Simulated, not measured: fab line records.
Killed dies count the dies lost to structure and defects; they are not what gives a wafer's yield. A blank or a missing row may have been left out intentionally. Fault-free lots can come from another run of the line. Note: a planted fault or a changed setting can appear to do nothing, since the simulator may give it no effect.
Which tool is to blame?	flow sky130	33 wafers from 11 lots sampled at 3 of the route's 708 steps

WHAT THE GAUGES SHOWED, per wafer
SKY_METAL5_RS_MEAS_05: a four-point-probe measurement.
lot	measured	on	METAL5_ALCU_RS (ohm/sq)
L557	day 43 06:41	film-metro-01	0.02684 0.02702 0.02689
L558	day 43 10:09	film-metro-02	0.02679 0.02686 0.02686
L560	day 44 00:10	film-metro-02	0.02673 0.02681 0.02676
L567	day 45 20:45	film-metro-02	0.02759 0.02775 0.02777
L568	day 46 03:14	film-metro-02	0.02701 0.02692 0.02704
L570	day 46 13:51	film-metro-01	0.02702 0.0268 0.02679
L572	day 47 01:37	film-metro-03	0.02725 0.02707 0.02721
L573	day 47 10:05	film-metro-01	0.02667 0.02687 0.02695
L575	day 47 17:04	film-metro-02	0.02734 0.02726 0.02734
L576	day 47 22:16	film-metro-01	0.02648 0.02654 0.02648
L579	day 48 16:22	film-metro-02	0.02745 0.02739 0.02754

WHICH TOOL RAN EACH LOT (tool, then ch and the chambers of the sampled wafers, then the start)
lot	SKY_METAL4_ETCH_17	SKY_METAL4_METAL_ETCH_18
L557	rie-diel-03 ch 0,1,3, day 42 04:47	rie-metal-02 ch 0,1, day 42 04:48
L558	rie-diel-01 ch 0,2, day 42 08:29	rie-metal-02 ch 1, day 42 08:30
L560	rie-diel-01 ch 0,1,2, day 42 22:17	rie-metal-04 ch 0,1, day 42 22:17
L567	rie-diel-02 ch 0,2, day 44 20:05	rie-metal-02 ch 0,1, day 44 20:06
L568	rie-diel-03 ch 0,1,3, day 45 03:02	rie-metal-02 ch 0,1, day 45 03:03
L570	rie-diel-01 ch 0,1, day 45 14:50	rie-metal-01 ch 0, day 45 14:51
L572	rie-diel-02 ch 0,1,2, day 46 01:38	rie-metal-02 ch 1, day 46 01:38
L573	rie-diel-03 ch 0,1,3, day 46 10:23	rie-metal-01 ch 0,1, day 46 10:24
L575	rie-diel-02 ch 0,2,3, day 46 17:05	rie-metal-02 ch 0,1, day 46 17:06
L576	rie-diel-03 ch 0,1,3, day 46 23:31	rie-metal-01 ch 0,1, day 46 23:32
L579	rie-diel-03 ch 1,2, day 47 17:32	rie-metal-01 ch 0,1, day 47 17:33
- SKY_METAL4_ETCH_17: etches SiO2 in C4F8/O2/Ar, stops on TiN, time 3.9 s, target depth 15 nm.
- SKY_METAL4_METAL_ETCH_18: etches the open film in Cl2/BCl3, stops on SiO2, target depth 845 nm, time 183.1 s.

THE ANSWER, worked out from the rows above alone
Rule: the lots themselves supply what counts as usual. Put in order of their means at a reading, lots are off if they are a third of the lots or fewer, leave a main group of 4 or more, and stand apart from it by a gap of 3 or more times the standard deviation of the main group's means; of several such gaps the widest counts. A main group whose means are all the same, to the digits that the tables above print for the reading, isn't used. A lot without any number at a reading at which 4 lots or more have one is off too. Any other lot the step has rows for is counted as sound.
No lot is off on any of the readings shown, so nothing can be concluded from this.

WHAT THE SIMULATOR HAD INSERTED
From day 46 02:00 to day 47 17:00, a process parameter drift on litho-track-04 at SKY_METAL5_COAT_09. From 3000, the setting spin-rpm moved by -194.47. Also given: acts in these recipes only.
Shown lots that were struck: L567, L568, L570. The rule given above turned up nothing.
